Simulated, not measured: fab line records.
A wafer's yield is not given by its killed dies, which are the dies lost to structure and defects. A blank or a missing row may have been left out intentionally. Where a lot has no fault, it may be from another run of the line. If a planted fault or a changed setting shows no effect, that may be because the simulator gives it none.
Which tool is to blame?    flow sky130    33 wafers from 11 lots sampled at 6 of the route's 708 steps

WHAT THE GAUGES READ, wafer by wafer
SKY_POLY_GATE_THK_MEAS_01. Usual: POLY_GATE_CVD_00_THK 179.6 nm, standard deviation 1.6.
lot   measured      on             POLY_GATE_CVD_00_THK (nm)            flag
L726  day 13 18:35  film-metro-03  182.0 182.9 181.9                    
L728  day 14 11:46  film-metro-04  179.8 178.9 179.0                    
L729  day 14 20:06  film-metro-04  125.4 125.8 125.5 125.5 125.8 125.4  OFF
L730  day 15 07:39  film-metro-03  122.9 124.3 125.7 122.9 124.4 125.7  OFF
L739  day 18 09:25  film-metro-04  177.9 178.2 177.9                    
L740  day 18 19:29  film-metro-03  180.6 179.4 179.8                    
L741  day 19 08:17  film-metro-02  176.3 177.7 177.8                    
L744  day 20 02:12  film-metro-02  179.3 179.5 180.1                    
L747  day 21 00:16  film-metro-03  177.1 177.4 178.8                    
L748  day 21 14:44  film-metro-03  177.8 179.3 178.3                    
L749  day 23 05:32  film-metro-02  181.8 180.3 181.2                    

SKY_LDD_N_OVL_MEAS_07. Usual: LDD_N_OVL -0.6 nm, standard deviation 1.3.
lot   measured      on          LDD_N_OVL (nm)  flag
L726  day 17 05:41  overlay-01  -0.8 -1.1 0.4   
L728  day 18 04:40  overlay-02  0.5 -1.2 0.6    
L729  day 18 12:56  overlay-01  0.7 -1.4 -0.2   
L730  day 19 02:02  overlay-02  -1.2 -0.6 -0.9  
L739  day 22 07:34  overlay-01  0.8 1.9 -0.8    
L740  day 22 17:10  overlay-01  -1.2 -0.8 -1.9  
L741  day 23 05:34  overlay-01  0.0 -1.1 0.1    
L744  day 24 00:04  overlay-01  -2.3 -1.1 -0.8  
L747  day 24 20:28  overlay-01  0.7 -1.0 0.2    
L748  day 25 10:29  overlay-01  1.0 0.0 0.3     
L749  day 27 00:58  overlay-01  -0.4 0.5 -2.3   

TOOL THAT RAN EACH LOT (tool first, then ch and the chambers of the sampled wafers, then the start)
lot   SKY_FIELD_ISO_ETCH_17            SKY_NWELL_STRIP_14                    SKY_POLY_GATE_CVD_00         SKY_POLY_GATE_ETCH_17
L726  rie-si-02 ch 1,3, day 2 08:30    plasma-asher-01 ch 0, day 4 13:52     lpcvd-01 ch 1, day 13 17:22  rie-si-02 ch 2,3, day 16 00:01
L728  rie-si-01 ch 0,3, day 2 17:41    plasma-asher-01 ch 0,1, day 5 03:19   lpcvd-01 ch 1, day 14 10:32  rie-si-02 ch 1,2,3, day 16 22:43
L729  rie-si-02 ch 0,1,3, day 2 21:44  plasma-asher-04 ch 0,1, day 5 06:31   lpcvd-01 ch 1, day 14 18:54  rie-si-01 ch 0,2,3, day 17 05:07
L730  rie-si-02 ch 0,1,3, day 3 06:05  plasma-asher-04 ch 0,1, day 5 14:17   lpcvd-01 ch 1, day 15 06:27  rie-si-02 ch 2,3, day 17 17:16
L739  rie-si-01 ch 0,1,2, day 4 23:26  plasma-asher-03 ch 0,1, day 7 16:16   lpcvd-01 ch 1, day 18 08:13  rie-si-02 ch 2,3, day 21 00:25
L740  rie-si-02 ch 0,1,2, day 5 08:29  plasma-asher-04 ch 0,1, day 8 01:31   lpcvd-01 ch 0, day 18 18:17  rie-si-01 ch 1,3, day 21 09:46
L741  rie-si-02 ch 0,1,3, day 5 12:29  plasma-asher-03 ch 0,1, day 8 06:02   lpcvd-01 ch 0, day 19 07:04  rie-si-02 ch 0,1,2, day 21 22:26
L744  rie-si-02 ch 0,2,3, day 6 01:56  plasma-asher-03 ch 0,1, day 8 22:08   lpcvd-01 ch 0, day 20 01:00  rie-si-01 ch 0,1,3, day 22 17:53
L747  rie-si-02 ch 0,1, day 6 18:53    plasma-asher-04 ch 0,1, day 9 13:55   lpcvd-01 ch 1, day 20 22:28  rie-si-02 ch 0,1, day 23 13:08
L748  rie-si-01 ch 0,2, day 7 02:23    plasma-asher-03 ch 0,1, day 9 21:44   lpcvd-01 ch 0, day 21 13:32  rie-si-01 ch 0,1,3, day 24 03:38
L749  rie-si-01 ch 0,2,3, day 7 06:29  plasma-asher-04 ch 0,1, day 10 06:04  lpcvd-01 ch 0, day 23 03:43  rie-si-02 ch 2,3, day 25 18:34
- SKY_FIELD_ISO_ETCH_17: etches Si in HBr/Cl2/O2, target depth 342 nm, time 97.7 s.
- SKY_NWELL_STRIP_14: strips in O2/N2.
- SKY_POLY_GATE_CVD_00: deposits poly-Si, target thk 180 nm, time 720 s.
- SKY_POLY_GATE_ETCH_17: etches poly-Si in HBr/Cl2, stops on SiO2, target depth 180 nm, time 70.5 s.

AS READ BY THE TOOLS THEMSELVES (means over the sampled wafers that have a number; for cases with no such wafer, the mark the record gives instead)
SKY_FIELD_ISO_ETCH_17. Usual: drypump-motor-current-A 5.7 A, standard deviation 0.6; oes-product-au 0.996 a.u., standard deviation 0.0096; throttle-valve-pct 25.659 %, standard deviation 0.011.
lot   tool       drypump-motor-current-A (A)  oes-product-au (a.u.)  throttle-valve-pct (%)  flag
L726  rie-si-02  5.8                          0.998                  25.651                  
L728  rie-si-01  5.2                          0.996                  25.662                  
L729  rie-si-02  6.0                          0.996                  25.658                  
L730  rie-si-02  6.0                          0.992                  25.659                  
L739  rie-si-01  4.9                          0.997                  25.656                  
L740  rie-si-02  6.2                          1.009                  25.660                  
L741  rie-si-02  6.0                          0.993                  25.653                  
L744  rie-si-02  6.2                          0.990                  25.659                  
L747  rie-si-02  6.3                          1.010                  25.644                  
L748  rie-si-01  4.7                          0.987                  25.665                  
L749  rie-si-01  5.0                          0.990                  25.668                  

SKY_NWELL_STRIP_14. Usual: drypump-motor-current-A 5.8 A, standard deviation 0.37; oes-product-au 0.723 a.u., standard deviation 0.0042; strip-time-to-endpoint-s 36.90 s, standard deviation 0.1.
lot   tool             drypump-motor-current-A (A)  oes-product-au (a.u.)  strip-time-to-endpoint-s (s)  flag
L726  plasma-asher-01  5.5                          0.723                  36.99                         
L728  plasma-asher-01  6.0                          0.723                  36.92                         
L729  plasma-asher-04  5.7                          0.728                  36.97                         
L730  plasma-asher-04  5.5                          0.721                  36.88                         
L739  plasma-asher-03  5.8                          0.721                  36.90                         
L740  plasma-asher-04  5.5                          0.722                  37.10                         
L741  plasma-asher-03  5.8                          0.724                  36.90                         
L744  plasma-asher-03  6.1                          0.722                  36.94                         
L747  plasma-asher-04  5.7                          0.728                  37.00                         
L748  plasma-asher-03  6.1                          0.726                  36.75                         
L749  plasma-asher-04  5.7                          0.721                  36.75                         

SKY_POLY_GATE_CVD_00. Usual: susceptor-temp-C reads 620.00 C (standard deviation 0.24).
lot   tool      susceptor-temp-C (C)  flag
L726  lpcvd-01  619.92                
L728  lpcvd-01  619.96                
L729  lpcvd-01  620.10                
L730  lpcvd-01  619.99                
L739  lpcvd-01  620.10                
L740  lpcvd-01  619.82                
L741  lpcvd-01  619.81                
L744  lpcvd-01  619.97                
L747  lpcvd-01  620.22                
L748  lpcvd-01  619.69                
L749  lpcvd-01  620.01                

SKY_POLY_GATE_ETCH_17. Usual: drypump-motor-current-A 5.6 A, standard deviation 0.61; oes-product-au 0.983 a.u., standard deviation 0.0067; throttle-valve-pct 33.685 %, standard deviation 0.0086.
lot   tool       drypump-motor-current-A (A)  oes-product-au (a.u.)  throttle-valve-pct (%)  flag
L726  rie-si-02  5.9                          0.981                  33.682                  
L728  rie-si-02  5.9                          0.987                  33.675                  
L729  rie-si-01  5.0                          0.771                  33.689                  OFF
L730  rie-si-02  5.9                          0.771                  33.695                  OFF
L739  rie-si-02  6.1                          0.978                  33.690                  
L740  rie-si-01  5.4                          0.986                  33.691                  
L741  rie-si-02  6.2                          0.981                  33.694                  
L744  rie-si-01  5.2                          0.981                  33.691                  
L747  rie-si-02  6.0                          0.983                  33.682                  
L748  rie-si-01  5.2                          0.983                  33.684                  
L749  rie-si-02  5.9                          0.990                  33.693                  

THE ANSWER, worked out from the rows above alone
Rule: take the mean of a lot's wafers that have a number; if it is more than 3 standard deviations from the usual mean, the lot is off. Also off: a lot with no number at a reading for which 4 or more lots have one. Where the step has rows for the other lots, those lots are counted as sound. Order of review: gauges by route order, followed by the tools' own readings, for which a lot's mean as printed above is used. The first step at which some lot is off is used, and at that step the reading that is off furthest; a lot without a number counts as furthest.
Off: at SKY_POLY_GATE_THK_MEAS_01 (POLY_GATE_CVD_00_THK), L729, L730.
A tool fits if, at a process step before that reading, it ran every lot that is off, and no sound lot after the first of them. Not tried: the gauges at SKY_POLY_GATE_THK_MEAS_01; whatever is off there is also off at SKY_POLY_GATE_ETCH_17, on other tools, and gauge error can't account for it. Not one of the candidates tried fits.

WHAT WAS PUT IN BY THE SIMULATOR
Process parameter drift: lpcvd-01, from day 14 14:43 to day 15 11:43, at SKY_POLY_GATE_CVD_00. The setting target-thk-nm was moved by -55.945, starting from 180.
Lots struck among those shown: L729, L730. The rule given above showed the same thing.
